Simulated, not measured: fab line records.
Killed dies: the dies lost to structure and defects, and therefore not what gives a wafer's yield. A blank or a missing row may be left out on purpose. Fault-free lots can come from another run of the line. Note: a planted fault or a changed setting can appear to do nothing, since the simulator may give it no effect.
Which tool is to blame? | flow gf180mcu | route of 602 steps, sampled at 1 step: 15 lots, 45 wafers

## WHAT THE GAUGES SHOWED, per wafer
GF_M4_RS_MEAS_05: the measuring method here is four-point-probe.
lot  | measured     | on            | M4_ALCU_RS (ohm/sq)
L759 | day 22 12:19 | film metro-04 | 0.0691 0.0698 0.0696
L761 | day 23 02:16 | film metro-03 | 0.0703 0.0697 0.0700
L762 | day 23 13:38 | film metro-04 | 0.0692 0.0703 0.0700
L763 | day 24 02:38 | film metro-04 | 0.0694 0.0697 0.0709
L764 | day 24 10:44 | film metro-03 | 0.0705 0.0702 0.0707
L765 | day 24 19:46 | film metro-01 | 0.0698 0.0698 0.0700
L767 | day 25 12:16 | film metro-04 | 0.0693 0.0704 0.0689
L768 | day 25 15:38 | film metro-04 | 0.0708 0.0711 0.0706
L770 | day 26 07:14 | film metro-04 | 0.0709 0.0694 0.0700
L774 | day 27 12:29 | film metro-04 | 0.0690 0.0702 0.0692
L775 | day 27 17:37 | film metro-03 | 0.0703 0.0699 0.0706
L776 | day 28 06:27 | film metro-04 | 0.0688 0.0689 0.0704
L779 | day 28 22:07 | film metro-03 | 0.0716 0.0712 0.0713
L780 | day 29 06:38 | film metro-04 | 0.0694 0.0705 0.0697
L782 | day 29 19:11 | film metro-01 | 0.0701 0.0716 0.0706

## TOOL THAT RAN EACH LOT (tool first, then ch and the chambers of the sampled wafers, then the start)
Before these readings, the record contains no process step.

## WHAT THE TOOLS THEMSELVES READ (means of the sampled wafers that have a number; where no wafer has one, the mark that the record gives instead)
The record holds no such reading with a usual standard deviation.

## THE ANSWER, worked out from the rows above alone
Rule: usual is defined by the lots themselves. Put in order of their means at a reading, lots are off if they are a third of the lots or fewer, leave a main group of 4 or more, and stand apart from it by a gap of 3 or more times the standard deviation of the main group's means; of several such gaps the widest counts. If all means in a main group match to the digits the tables above print for the reading, that group is not used. A lot without any number at a reading at which 4 lots or more have one is off too. The other lots that the step has rows for count as sound. After the gauges, taken in route order, come the tools' own readings; for these a lot's mean is taken, as printed above. At the first step where some lot is off, the reading lying furthest off is the one used; lots without a number count as furthest.
Across all readings shown, no lot is off: no conclusion can be drawn from this.

## WHAT THE SIMULATOR PUT IN
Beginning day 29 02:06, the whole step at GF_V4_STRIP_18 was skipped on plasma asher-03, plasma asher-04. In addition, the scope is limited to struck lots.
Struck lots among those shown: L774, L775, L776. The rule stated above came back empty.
